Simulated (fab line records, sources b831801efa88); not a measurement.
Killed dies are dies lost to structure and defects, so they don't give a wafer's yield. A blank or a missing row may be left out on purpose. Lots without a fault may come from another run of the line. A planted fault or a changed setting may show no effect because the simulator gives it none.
A struck lot beside a sound one | flow sky130 | 28 steps out of a route of 708
Sound: wafers L607.3, L607.4, L607.5. Struck: wafer L619.2. (L619.1, L619.4 of the same lot were not struck and are left out.) The cause comes at the end.
At each step with rows: each side's tool, then ch and its chambers, then its first start. Under that, the readings that differ: sound wafers | struck wafers | difference of the means | sigmas: that difference in standard deviations of wafers without a fault.
alike: readings whose means differ by less than 2 such deviations, and words and numbers that are the same on both sides. not compared: withheld readings, readings that some wafer has no value for, bounds like >300 that may hide the same value, and numbers for which the record gives no deviation and whose values overlap.
The two part at a step that has a row with sigmas, a row that says differs or no value, or rows on one side only. Numbers that don't overlap but have no deviation are shown without sigmas and don't part them. A reading that every wafer of one side lacks parts them only if that side has two wafers or more.

SKY_VIA4_ETCH_12: etches SiO2 in C4F8/O2/Ar, stops on TiN, target depth 580 nm.
  sound on rie_diel-03 ch 0,2,3, day 43 13:43; struck on rie_diel-03 ch 3, day 46 17:31
  alike: oes_product_au
then, 6 steps without rows for these wafers: SKY_VIA4_STRIP_13 (strips in O2/N2); SKY_VIA4_STRIP_14 (strips in post etch residue remover, time 1200 s); SKY_VIA4_CLEAN_15 (cleans in IPA, time 180 s); SKY_VIA4_CLEAN_16 (cleans in O3/DIW); SKY_VIA4_SPUTTER_17 (material TiN, target thk 20 nm, time 80 s); SKY_VIA4_CVD_18 (deposits W, target thk 505 nm, time 152.14 s).
SKY_VIA4_RS_MEAS_19: measures by four-point-probe.
  sound on film_metro-04, day 43 14:42; struck on film_metro-04, day 46 18:26
  alike: VIA4_W_RS
SKY_VIA4_THK_MEAS_20: measures by xrf.
  sound on film_metro-04, day 43 14:48; struck on film_metro-04, day 46 18:33
  alike: VIA4_W_THK
SKY_VIA4_CMP_21: polishes, stops on SiO2, t overpolish 25 s, target thk 0 nm.
  sound on cmp-01 ch 0,2, day 43 14:59; struck on cmp-01 ch 0, day 46 18:37
  alike: edge_zone_pressure_frac, motor_current_A, overpolish_run_s, time_to_endpoint_s
then, 2 steps without rows for these wafers: SKY_METAL5_SPUTTER_00 (material Ti, target thk 15 nm, time 10 s); SKY_METAL5_SPUTTER_01 (material TiN, target thk 20 nm, time 16.7 s).
SKY_METAL5_SPUTTER_02: material AlCu, target thk 1150 nm, time 61.2 s.
  sound on pvd_sputter-04, day 43 15:20; struck on pvd_sputter-04, day 46 18:58
  reading                                     | sound          | struck | difference | sigmas
  model.AlCu_of_METAL5_SPUTTER_02.thk_nm (nm) | 1149 1138 1132 | 948.4  | -191.3     |
  alike: throttle_valve_pct
SKY_METAL5_SPUTTER_03: material Ti, target thk 5 nm, time 3.3 s.
  sound on pvd_sputter-04, day 43 15:23; struck on pvd_sputter-04, day 46 19:01
  alike: throttle_valve_pct
SKY_METAL5_SPUTTER_04: material TiN, target thk 70 nm, time 58.3 s.
  sound on pvd_sputter-04, day 43 15:25; struck on pvd_sputter-04, day 46 19:02
  alike: throttle_valve_pct
SKY_METAL5_RS_MEAS_05: measures by four-point-probe.
  sound on film_metro-01, day 43 15:30; struck on film_metro-03, day 46 19:05
  reading                 | sound                  | struck  | difference | sigmas
  METAL5_ALCU_RS (ohm/sq) | 0.02705 0.02733 0.0275 | 0.03281 | +0.00552   | +19
SKY_METAL5_THK_MEAS_06: measures by xrf.
  sound on film_metro-01, day 43 15:36; struck on film_metro-03, day 46 19:12
  reading              | sound          | struck | difference | sigmas
  METAL5_ALCU_THK (nm) | 1130 1132 1121 | 946    | -182       | -13
then, 8 steps without rows for these wafers: SKY_METAL5_DEHYDRATE_07 (time 60 s); SKY_METAL5_HMDS_08 (prime time 60 s); SKY_METAL5_COAT_09 (resist thk 1800 nm); SKY_METAL5_SOFTBAKE_10 (time 60 s); SKY_METAL5_EXPOSE_11 (exposes mask MM5, target cd 1600 nm); SKY_METAL5_PEB_12; SKY_METAL5_DEVELOP_13 (develop time 60 s); SKY_METAL5_DESCUM_14 (chemistry O2, time 11 s).
SKY_METAL5_METAL_ETCH_15: etches the open film in Cl2/BCl3, stops on SiO2, target depth 1260 nm, time 252 s.
  sound on rie_metal-04 ch 0,1, day 44 14:32; struck on rie_metal-01 ch 1, day 47 15:22
  reading                | sound             | struck | difference                   | sigmas
  oes_product_au (a.u.)  | 0.901 0.902 0.894 | 0.820  | -0.079                       | -16
  rf_hours_counter_h (h) | - - -             | 26     | no value on the sound wafers |
  alike: drypump_motor_current_A, mfc_cl2_sccm, throttle_valve_pct
SKY_METAL5_STRIP_16: strips in O2/N2.
  sound on plasma_asher-03 ch 0,1, day 44 14:43; struck on plasma_asher-01 ch 1, day 47 15:36
  reading                | sound | struck | difference                   | sigmas
  rf_hours_counter_h (h) | - - - | 99     | no value on the sound wafers |
  alike: drypump_motor_current_A, o2_flow_sccm, oes_product_au, strip_time_to_endpoint_s
SKY_PAD_OPEN_PROBE_99:
  sound on prober-02, day 46 13:59; struck on prober-02, day 49 09:13
  reading                      | sound                   | struck  | difference | sigmas
  defect_limited_yield (%)     | 82.1 80.5 79.3          | 85.8    | +5.2       | +3
  killed_at_M4_up              | 3 6 4                   | 0       | -4         | -2
  killed_dies                  | 88 96 102               | 70      | -25        | -3
  killed_open                  | 36 53 56                | 31      | -17        | -3
  sort_bin_5_function (%)      | 10.2 12.4 12.2          | 7.5     | -4.1       | -3
  sort_n_pass                  | 404 396 390             | 422     | +25        | +3
  sort_yield_pct (%)           | 82.1 80.5 79.3          | 85.8    | +5.2       | +3
  model.etest.met5.rs_ohm_sq   | 0.02706 0.02722 0.02756 | 0.03308 | +0.00580   |
  model.etest.met5.line_ohm_um | 0.01682 0.01695 0.0171  | 0.02068 | +0.00372   |
  alike: killed_at_M0_to_M3, killed_at_contacts, killed_at_front_end, killed_at_other, killed_short, sort_bin_3_pad_short, sort_bin_6_memory

WHERE THEY PART
First at SKY_METAL5_RS_MEAS_05; last, within this record, at SKY_PAD_OPEN_PROBE_99.

WHY: what the simulator had put in
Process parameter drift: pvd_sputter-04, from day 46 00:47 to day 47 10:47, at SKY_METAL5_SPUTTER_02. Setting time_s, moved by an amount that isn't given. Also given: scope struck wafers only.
